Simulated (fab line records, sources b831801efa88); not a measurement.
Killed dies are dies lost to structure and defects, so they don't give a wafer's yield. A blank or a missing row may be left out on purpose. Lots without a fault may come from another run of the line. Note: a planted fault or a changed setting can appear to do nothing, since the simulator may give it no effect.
2 desks, one fault || flow sky130 || numbers are kept per desk, each desk with only its own; the story behind them comes last

== THE TOOL OWNER'S DESK: pecvd-03 ==
The tool's own readings at SKY_CONTACT_CVD_00 (deposits Si3N4, target thk 75 nm): means of the sampled wafers that have a number, for each lot that ran on this tool. If a lot's mean is further than 4 standard deviations from the usual mean, the lot is out of limits and carries the mark OUT (the distance appears in the brackets).
Columns: A = heaterPowerW at SKY_CONTACT_CVD_00, usual 776 W
{"lot": "L685", "first seen here": "day 31 13:05", "A": 885}
{"lot": "L686", "first seen here": "day 31 22:37", "A": 682}
{"lot": "L687", "first seen here": "day 32 08:11", "A": 663}
{"lot": "L692", "first seen here": "day 34 00:44", "A": 928}
{"lot": "L693", "first seen here": "day 34 03:08", "A": 878}
This desk found nothing out of limits on any of the 5 lots.

== THE METROLOGY DESK ==
Lot by lot, what the gauges showed, no matter which tool ran the lot: averages of those sampled wafers that carry a number. If a lot's mean is further than 4 standard deviations from the usual mean, the lot is out of limits and carries the mark OUT (the distance appears in the brackets).
Columns: A = CONTACT_CVD_00_THK at SKY_CONTACT_THK_MEAS_01, usual 74.9 nm
{"lot": "L684", "first seen here": "day 31 06:19", "A": 74.4}
{"lot": "L685", "first seen here": "day 31 13:08", "A": 75.4}
{"lot": "L686", "first seen here": "day 31 22:40", "A": 74.9}
{"lot": "L687", "first seen here": "day 32 08:13", "A": 74.1}
{"lot": "L692", "first seen here": "day 34 00:47", "A": "89.5 (+16) OUT"}
{"lot": "L693", "first seen here": "day 34 03:11", "A": "88.4 (+15) OUT"}
{"lot": "L701", "first seen here": "day 36 17:40", "A": 74.4}
{"lot": "L704", "first seen here": "day 37 10:33", "A": 75.8}
{"lot": "L705", "first seen here": "day 37 17:37", "A": 74.5}
{"lot": "L706", "first seen here": "day 38 05:21", "A": 75.0}
{"lot": "L707", "first seen here": "day 38 14:35", "A": 75.6}
This desk finds L692, L693 out of limits, with the earliest case on L692 at day 34 00:47 (CONTACT_CVD_00_THK at SKY_CONTACT_THK_MEAS_01). L684, L685, L686, L687, L701, L704, L705, L706, L707: within limits.

== TAKEN TOGETHER ==
On L692, L693, the metrology desk was in a position to raise an alarm at day 34 00:47.
Nothing out of limits was seen by the tool owner's desk.
On record at the tool owner's desk: L692, L693, within its limits.
SKY_CONTACT_CVD_00 was run on pecvd-03 by each of the lots named.

== WHAT HAD BEEN PUT IN BY THE SIMULATOR ==
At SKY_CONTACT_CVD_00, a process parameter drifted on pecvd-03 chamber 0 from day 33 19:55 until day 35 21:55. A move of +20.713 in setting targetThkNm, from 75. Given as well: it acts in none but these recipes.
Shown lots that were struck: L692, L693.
Delay in hours, fault start to first out-of-limits reading, per desk: metrology desk 5.
